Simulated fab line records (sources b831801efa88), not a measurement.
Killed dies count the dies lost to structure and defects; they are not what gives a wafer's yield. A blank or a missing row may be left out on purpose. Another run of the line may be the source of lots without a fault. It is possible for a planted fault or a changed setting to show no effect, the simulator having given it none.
Comparing a struck lot with a sound one :: flow sky130 :: 18 out of 708 route steps
Sound: wafers L638.1, L638.2, L638.3. Struck: wafers L646.3, L646.4, L646.5. The cause comes at the end.
At each step with rows: each side's tool, then ch and its chambers, then its first start. Under that, the readings that differ: sound wafers :: struck wafers :: difference of the means :: sigmas: that difference in standard deviations of wafers without a fault.
alike: same words and numbers on both sides, and readings whose means sit less than 2 such deviations apart. not compared: any withheld reading, any reading some wafer has no value for, any bound like >300 that may hide the same value, and any number with overlapping values for which the record gives no deviation.
The two part at a step that has a row with sigmas, a row that says differs or no value, or rows on one side only. Numbers that have no deviation but don't overlap get no sigmas and don't part them. Lack of a reading on every wafer of one side parts them only where that side has two or more wafers.

first, 1 step without rows for these wafers: SKY_VT_ADJUST_PCH_IMPLANT_08.
SKY_VT_ADJUST_PCH_STRIP_09: strips in O2/N2.
  sound on plasma_asher-03 ch 0,1, day 14 04:11; struck on plasma_asher-02 ch 0,1, day 16 23:52
  alike: drypump_motor_current_A, oes_product_au, strip_time_to_endpoint_s
  not compared: rf_hours_counter_h
SKY_VT_ADJUST_PCH_TW_MEAS_10:
  sound: film_metro-04 at day 14 04:17; struck: film_metro-04 at day 16 23:57
  alike: VT_ADJUST_PCH_TW
then, 7 steps without rows for these wafers: SKY_SONOS_TUNNEL_DEHYDRATE_00 (time 60 s); SKY_SONOS_TUNNEL_HMDS_01 (prime time 60 s); SKY_SONOS_TUNNEL_COAT_02 (resist thk 1140 nm); SKY_SONOS_TUNNEL_SOFTBAKE_03 (time 60 s); SKY_SONOS_TUNNEL_EXPOSE_04 (exposes mask TUNM, target cd 410 nm); SKY_SONOS_TUNNEL_PEB_05; SKY_SONOS_TUNNEL_DEVELOP_06 (develop time 60 s).
SKY_SONOS_TUNNEL_CD_MEAS_07: the cd target is 410 nm.
  sound: cd_sem-02 at day 15 07:57; struck: cd_sem-01 at day 18 05:08
  alike: cd_nm
SKY_SONOS_TUNNEL_OVL_MEAS_08:
  sound: overlay-01 at day 15 08:04; struck: overlay-02 at day 18 05:13
  alike: SONOS_TUNNEL_OVL
SKY_SONOS_TUNNEL_IMPLANT_09:
  sound on implanter-01 ch 0, day 15 08:06; struck on implanter-01 ch 0, day 18 05:37
then, 2 steps without rows for these wafers: SKY_SONOS_TUNNEL_WET_ETCH_10 (etches SiO2 in dHF, target depth 14 nm, time 280 s); SKY_SONOS_TUNNEL_STRIP_11 (strips in SPM, time 600 s).
SKY_SONOS_TUNNEL_TW_MEAS_12:
  sound: film_metro-03 at day 15 08:31; struck: film_metro-04 at day 18 05:59
reading: SONOS_TUNNEL_TW
sound: 193.4 193.5 195.1
struck: 242.9 242.3 242.6
difference: +48.6
sigmas: +22
then, 1 step without rows for these wafers: SKY_SONOS_TUNNEL_CLEAN_13 (cleans in dHF, time 20 s).
-- the record jumps here: 32 days lie between the struck wafers' starts before and after (it left off in module SONOS_TUNNEL and takes up again in module PAD_OPEN, whose first step shown is number 708 of the route) --
SKY_PAD_OPEN_PROBE_99:
  sound: prober-02 at day 48 18:42; struck: prober-02 at day 50 10:36
reading: model.etest.tip_sonos.rs_ohm_sq
sound: 2573 2595 2656
struck: 2814 2834 2838
difference: +221
sigmas: 

reading: model.etest.sonos_uncharged.r_on_ohm_um
sound: 784.1 780.5 793.2
struck: 880.5 883.5 883
difference: +96.4
sigmas: 

reading: model.etest.sonos_baked.vt_v (V)
sound: 1.095 0.9895 1.082
struck: 1.188 1.14 1.217
difference: +0.126
sigmas: 

reading: model.etest.sonos_programmed.vt_v (V)
sound: 1.606 1.566 1.621
struck: 1.66 1.637 1.625
difference: +0.04
sigmas: 

reading: model.etest.sonos_uncharged.vt_v (V)
sound: -0.4209 -0.477 -0.4725
struck: -0.1931 -0.1802 -0.1856
difference: +0.2705
sigmas: 

reading: model.etest.sonos_erased.vt_v (V)
sound: -2.354 -2.343 -2.35
struck: -1.952 -1.983 -1.938
difference: +0.391
sigmas: 
  alike: killed_at_M0_to_M3, killed_at_M4_up, killed_at_contacts, killed_at_front_end, killed_at_other, killed_dies, killed_open, killed_short

== WHERE THEY PART ==
At SKY_SONOS_TUNNEL_TW_MEAS_12 and nowhere else, as far as this record goes. Later steps at which nothing parts them and some readings are alike: SKY_PAD_OPEN_PROBE_99.

WHY: what the simulator had put in
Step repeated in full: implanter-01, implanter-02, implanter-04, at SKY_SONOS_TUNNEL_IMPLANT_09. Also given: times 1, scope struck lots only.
